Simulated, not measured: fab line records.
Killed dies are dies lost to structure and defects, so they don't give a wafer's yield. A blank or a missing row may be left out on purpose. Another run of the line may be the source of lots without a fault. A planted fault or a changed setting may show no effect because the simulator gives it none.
Split-lot experiment + flow sfq line + 5 lots, 23 wafers read, on a route of 325 steps

ABOUT THE SPLIT
At SFQ_TRILAYER_I7_VIA_LITHO_PEB_190 (peb time 60 s), the setting peb temp c was moved away from the recipe's 115 C on 11 of the 23 wafers read, by -1.6% to +1.6%. All remaining wafers had this setting at the recipe value.

FROM THE SPLIT ON TO THE READING: in between, the file shows 1 step
- SFQ_TRILAYER_I7_VIA_LITHO_DEVELOP_189: time 60 s

THE READING
I7.cd nm (the simulator's own value, which no gauge read), in nm, at SFQ_TRILAYER_I7_VIA_BARC_OPEN_VIA_ETCH_260 (etches BARC in O2, target depth 125 nm, time 41.7 s). The file gives no usual value for it. Here, 12 wafers ran the recipe; their average is 1000.0 nm with a standard deviation of 1.7 nm.

| wafer  | tool, chamber at the split | peb temp c as run, C | against the recipe | I7.cd nm, nm | against lot-mates on the recipe |
|--------|----------------------------|----------------------|--------------------|--------------|---------------------------------|
| L075.1 | litho track-03, 0          | 116.8                | +1.6%              | 1027         | +28.5                           |
| L075.2 | litho track-03, 0          | 116.8                | +1.6%              | 1029         | +30.5                           |
| L075.3 | litho track-03, 0          | 115                  | recipe             | 998.3        | -                               |
| L075.4 | litho track-03, 0          | 115                  | recipe             | 998.7        | -                               |
| L075.5 | litho track-03, 0          | 116.8                | +1.6%              | 1030         | +31.5                           |
| L076.1 | litho track-04, 0          | 113.2                | -1.6%              | 965.4        | -35.6                           |
| L076.2 | litho track-04, 0          | 113.2                | -1.6%              | 965.9        | -35.1                           |
| L076.4 | litho track-04, 0          | 113.2                | -1.6%              | 966.5        | -34.5                           |
| L076.5 | litho track-04, 0          | 115                  | recipe             | 1002         | -                               |
| L076.6 | litho track-04, 0          | 115                  | recipe             | 1000         | -                               |
| L077.1 | litho track-03, 0          | 114                  | -0.9%              | 979.8        | -18.2                           |
| L077.2 | litho track-03, 0          | 114                  | -0.9%              | 979.1        | -18.9                           |
| L077.3 | litho track-03, 0          | 114                  | -0.9%              | 979.4        | -18.6                           |
| L077.4 | litho track-03, 0          | 115                  | recipe             | 997.8        | -                               |
| L077.5 | litho track-03, 0          | 115                  | recipe             | 998.3        | -                               |
| L082.2 | litho track-02, 0          | 115                  | recipe             | 1002         | -                               |
| L082.3 | litho track-02, 0          | 113.6                | -1.2%              | 977.3        | -25.0                           |
| L082.4 | litho track-02, 0          | 113.6                | -1.2%              | 975.4        | -26.9                           |
| L082.5 | litho track-02, 0          | 115                  | recipe             | 1002         | -                               |
| L082.6 | litho track-02, 0          | 115                  | recipe             | 1003         | -                               |
| L083.2 | litho track-03, 0          | 115                  | recipe             | 999.9        | -                               |
| L083.3 | litho track-03, 0          | 115                  | recipe             | 999.4        | -                               |
| L083.6 | litho track-03, 0          | 115                  | recipe             | 998.9        | -                               |

FIT RESULTS
A straight line over all 23 wafers: I7.cd nm changes by +20.1 nm for each +1% of peb temp c; r = +0.99; the points scatter about the line by 2.1 nm.
The same after taking each lot's own level away (the mean of its wafers on the recipe; 23 wafers): +20.8 nm for each +1%; r = +1.00; scatter 1.3 nm.
On that fit, the largest move of peb temp c shifts the reading by 33 nm.
Across the lots, their own levels run from 998.05 to 1002.33 nm, a range of 2.5 times the standard deviation given above.
The two slopes agree, so the slope changes little with the lot-to-lot level.
Check: for one of the wafers moved furthest among these (+1.6%), held out of the fit, the line's prediction against its lot-mates is +32.6 nm. Against them it came out at +28.5 nm.

ADDITIONAL SPLITS CARRIED BY THESE WAFERS
These wafers also went through other splits before the reading. Each is held against what the fit with the lots' levels taken away leaves over:
| other split on the same wafers               | wafers away from the commonest value | r with I7.cd nm (lot level and that fit taken away) |
|----------------------------------------------|--------------------------------------|-----------------------------------------------------|
| SFQ_TRILAYER_I6_VIA_LITHO_PEB_172 peb temp c | 11                                   | -0.44                                               |
| SFQ_TRILAYER_M7_LITHO_COAT_182 resist thk nm | 6                                    | +0.37                                               |
| SFQ_TRILAYER_M7_LITHO_EXPOSE_178 dose mj     | 5                                    | -0.25                                               |
| SFQ_TRILAYER_M7_ETCH_METAL_ETCH_180 time s   | 7                                    | -0.30                                               |
| SFQ_TRILAYER_I7_VIA_LITHO_COAT_192 spin rpm  | 7                                    | +0.10                                               |

THE FILE'S OWN FIT
I7.cd nm changes by +21 nm for each +1% of peb temp c, r = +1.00.
